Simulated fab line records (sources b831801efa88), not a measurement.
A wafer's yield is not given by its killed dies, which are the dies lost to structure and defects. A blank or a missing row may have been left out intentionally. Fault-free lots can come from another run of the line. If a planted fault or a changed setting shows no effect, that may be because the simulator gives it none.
A single fault, viewed from 2 desks -- flow sky130 -- each desk holds nothing but its own numbers, with what lay behind them at the end

== THE TOOL OWNER'S DESK: cmp-01 ==
The tool's own readings at SKY_LI_CONTACT_CMP_24 (polishes, stops on PSG, t overpolish 20 s, target thk 0 nm): means of the sampled wafers that have a number, for each lot that ran on this tool. Any lot whose mean is over 4 standard deviations away from the usual mean is out of limits and marked OUT; that distance is given in the brackets.
Columns: A = edge zone pressure frac at SKY_LI_CONTACT_CMP_24, usual 1.000; B = head pressure psi at SKY_LI_CONTACT_CMP_24, usual 3.499 psi; C = motor current A at SKY_LI_CONTACT_CMP_24, usual 11.3 A; D = overpolish run s at SKY_LI_CONTACT_CMP_24, usual 20.001 s; E = platen rpm at SKY_LI_CONTACT_CMP_24, usual 60.00 rpm; F = time to endpoint s at SKY_LI_CONTACT_CMP_24, usual 96 s
lot,first seen here,A,B,C,D,E,F
L126,day 32 08:28,1.003,3.502,11.5,19.996,66.02 (+99 or more) OUT,87
L127,day 32 10:23,1.002,3.505,11.9,19.996,65.97 (+99 or more) OUT,89
L128,day 32 10:48,1.003,3.503,11.8,20.007,65.92 (+99 or more) OUT,85
L139,day 34 21:32,0.997,3.490,11.6,19.996,60.01,94
L140,day 35 02:05,1.001,3.491,10.8,20.012,60.00,99
L141,day 35 18:37,1.000,3.496,12.5,20.002,60.02,92
L142,day 35 18:59,1.000,3.508,13.5,19.999,60.04,98
L143,day 36 06:41,1.004,3.503,12.2,19.993,60.02,92
L144,day 36 12:24,0.993,3.502,10.9,20.000,60.02,96
This desk's finding: out of limits on L126, L127, L128; first on L126, day 32 08:28 (platen rpm at SKY_LI_CONTACT_CMP_24). L139, L140, L141, L142, L143, L144: within limits.

== AT THE METROLOGY DESK ==
Lot by lot, what the gauges showed, no matter which tool ran the lot: averages of those sampled wafers that carry a number. Any lot whose mean is over 4 standard deviations away from the usual mean is out of limits and marked OUT; that distance is given in the brackets.
Columns: A = LOCAL_INTERCONNECT_TIN_RS at SKY_LOCAL_INTERCONNECT_RS_MEAS_01, usual 14.51 ohm/sq
lot,first seen here,A
L123,day 30 08:21,14.32
L126,day 32 08:49,14.77
L127,day 32 10:45,14.39
L128,day 32 11:10,14.35
L134,day 32 23:19,14.49
L137,day 34 01:58,14.60
L139,day 34 21:54,14.51
L140,day 35 02:26,14.50
L141,day 35 18:59,14.25
L142,day 35 19:22,14.55
L143,day 36 07:03,14.69
L144,day 36 12:43,14.48
This desk's finding: nothing out of limits on any of the 12 lots.

== BROUGHT TOGETHER ==
The tool owner's desk could have raised an alarm at day 32 08:28, on L126, L127, L128.
From the metrology desk's view, nothing was out of limits.
The metrology desk holds a record of L126, L127, L128, inside its limits.
All the named lots went through SKY_LI_CONTACT_CMP_24 on cmp-01.

== WHAT THE SIMULATOR HAD PUT IN ==
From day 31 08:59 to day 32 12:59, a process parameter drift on cmp-01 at SKY_LI_CONTACT_CMP_24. The setting platen rpm was moved by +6, starting from 60. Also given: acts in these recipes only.
Shown lots that were struck: L126, L127, L128.
Each desk's first reading out of limits, in hours after the fault started: the tool owner's desk, 23.
